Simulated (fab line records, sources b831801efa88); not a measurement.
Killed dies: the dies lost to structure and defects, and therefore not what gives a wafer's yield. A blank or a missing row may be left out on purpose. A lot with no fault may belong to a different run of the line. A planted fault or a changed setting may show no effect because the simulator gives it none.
Matching of chambers :: flow sky130 :: SKY_POLY_GATE_ETCH_17 on rieSi-02: 4 sister chambers
The step etches poly-Si in HBr/Cl2, stops on SiO2, target depth 180 nm, time 70.5 s. 7 wafers are shown with their chamber, then 7 later ones without.

WAFERS PAIRED WITH THEIR CHAMBERS
wafer: L988.2
chamber: 2
oesProductAu (a.u.): 0.993
throttleValvePct (%): 33.675

wafer: L988.4
chamber: 2
oesProductAu (a.u.): 0.993
throttleValvePct (%): 33.692

wafer: L989.3
chamber: 1
oesProductAu (a.u.): 0.987
throttleValvePct (%): 33.676

wafer: L994.5
chamber: 0
oesProductAu (a.u.): 0.982
throttleValvePct (%): 33.684

wafer: L994.6
chamber: 3
oesProductAu (a.u.): 0.989
throttleValvePct (%): 33.685

wafer: L999.1
chamber: 0
oesProductAu (a.u.): 0.984
throttleValvePct (%): 33.676

wafer: L999.2
chamber: 3
oesProductAu (a.u.): 0.994
throttleValvePct (%): 33.678

WAFERS WITH NO CHAMBER GIVEN
wafer: L999.3
oesProductAu (a.u.): 0.991
throttleValvePct (%): 33.682

wafer: L100.1
oesProductAu (a.u.): 0.991
throttleValvePct (%): 33.688

wafer: L100.2
oesProductAu (a.u.): 0.976
throttleValvePct (%): 33.694

wafer: L100.5
oesProductAu (a.u.): 0.986
throttleValvePct (%): 33.668

wafer: L105.4
oesProductAu (a.u.): 0.988
throttleValvePct (%): 33.698

wafer: L105.5
oesProductAu (a.u.): 0.986
throttleValvePct (%): 33.674

wafer: L105.6
oesProductAu (a.u.): 0.987
throttleValvePct (%): 33.692

WHICH CHAMBER EACH WENT THROUGH
wafer: L999.3
from the rows above: can't be placed: 3 or 2 or 1
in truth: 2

wafer: L100.1
from the rows above: can't be placed: 3 or 2 or 1
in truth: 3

wafer: L100.2
from the rows above: can't be placed: 0 or 1
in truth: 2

wafer: L100.5
from the rows above: can't be placed: 1 or 0 or 3
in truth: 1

wafer: L105.4
from the rows above: can't be placed: 3 or 1 or 2 or 0
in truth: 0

wafer: L105.5
from the rows above: can't be placed: 1 or 0
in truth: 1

wafer: L105.6
from the rows above: can't be placed: 1 or 0 or 3 or 2
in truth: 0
0 of 7 placed correctly. Not placeable from these rows: 7 (in 6, the candidates include the true chamber). 0 placed wrongly.
How it was worked out, from the rows above alone: a wafer's distance from a chamber is the root of the sum, over the readings, of the square of ((its reading less the chamber's mean) divided by the reading's scatter). The wafer belongs to the nearest chamber; if the next one is less than 2 further off, it can't be placed. The mean given for a chamber averages the wafers shown for that chamber. How the scatter is found: for the shown wafers, subtract from each reading the mean of its chamber, square and add these, divide the total by (wafers less chambers), then take the root.
